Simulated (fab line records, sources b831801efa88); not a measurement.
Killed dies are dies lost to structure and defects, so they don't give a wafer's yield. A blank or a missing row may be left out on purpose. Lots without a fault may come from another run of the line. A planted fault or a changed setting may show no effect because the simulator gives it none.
One fault seen from 2 desks | flow sky130 | each desk has only its own numbers; what lay behind them comes last

THE TOOL OWNER'S DESK: wet_bench-03
The tool's own readings at SKY_SONOS_ONO_WET_ETCH_16 (etches SiO2 in dHF, target depth 14 nm, time 280 s): means of the sampled wafers that have a number, for each lot that ran on this tool. A lot is out of limits, marked OUT, if its mean lies more than 4 standard deviations from the usual mean; the brackets give that distance.
Columns: A = run_length_s at SKY_SONOS_ONO_WET_ETCH_16, usual 308 s
lot  | first seen here | A
L994 | day 13 02:39    | 315
L100 | day 15 07:23    | 307
L101 | day 15 13:01    | 306
L105 | day 16 16:55    | 305
L106 | day 17 03:58    | 305
L112 | day 19 02:12    | 307
L116 | day 20 21:18    | 296
This desk's finding: nothing out of limits on any of the 7 lots.

THE METROLOGY DESK
What the gauges read, lot by lot, whatever tool the lot ran on: means of the sampled wafers that have a number. A lot is out of limits, marked OUT, if its mean lies more than 4 standard deviations from the usual mean; the brackets give that distance.
Columns: A = SONOS_TUNNEL_TW at SKY_SONOS_TUNNEL_TW_MEAS_12, usual 198.7; B = SONOS_ONO_OXIDATION_THK at SKY_SONOS_ONO_THK_MEAS_01, usual 2.60 nm; C = POLY_GATE_CVD_00_THK at SKY_POLY_GATE_THK_MEAS_01, usual 179.7 nm
lot  | first seen here | A     | B    | C
L993 | day 11 04:44    | 197.9 | 2.60 | 178.5
L994 | day 11 15:13    | 197.8 | 2.63 | 179.5
L996 | day 12 08:24    | 200.9 | 2.65 | 177.9
L997 | day 12 12:47    | 196.7 | 2.51 | 177.2
L998 | day 13 03:21    | 201.7 | 2.61 | 178.9
L100 | day 13 23:10    | 201.0 | 2.73 | 182.2
L101 | day 14 04:18    | 197.4 | 2.70 | 179.8
L102 | day 14 07:41    | 197.0 | 2.61 | 179.2
L105 | day 15 08:11    | 197.4 | 2.50 | 177.3
L106 | day 15 18:18    | 197.9 | 2.60 | 180.1
L107 | day 15 23:21    | 198.3 | 2.57 | 178.1
L112 | day 17 15:33    | 200.2 | 2.63 | 181.3
L116 | day 19 09:27    | 197.5 | 2.53 | 182.0
This desk's finding: nothing out of limits on any of the 13 lots.

PUT TOGETHER
The tool owner's desk saw nothing out of limits.
The metrology desk saw nothing out of limits.

WHAT THE SIMULATOR HAD PUT IN
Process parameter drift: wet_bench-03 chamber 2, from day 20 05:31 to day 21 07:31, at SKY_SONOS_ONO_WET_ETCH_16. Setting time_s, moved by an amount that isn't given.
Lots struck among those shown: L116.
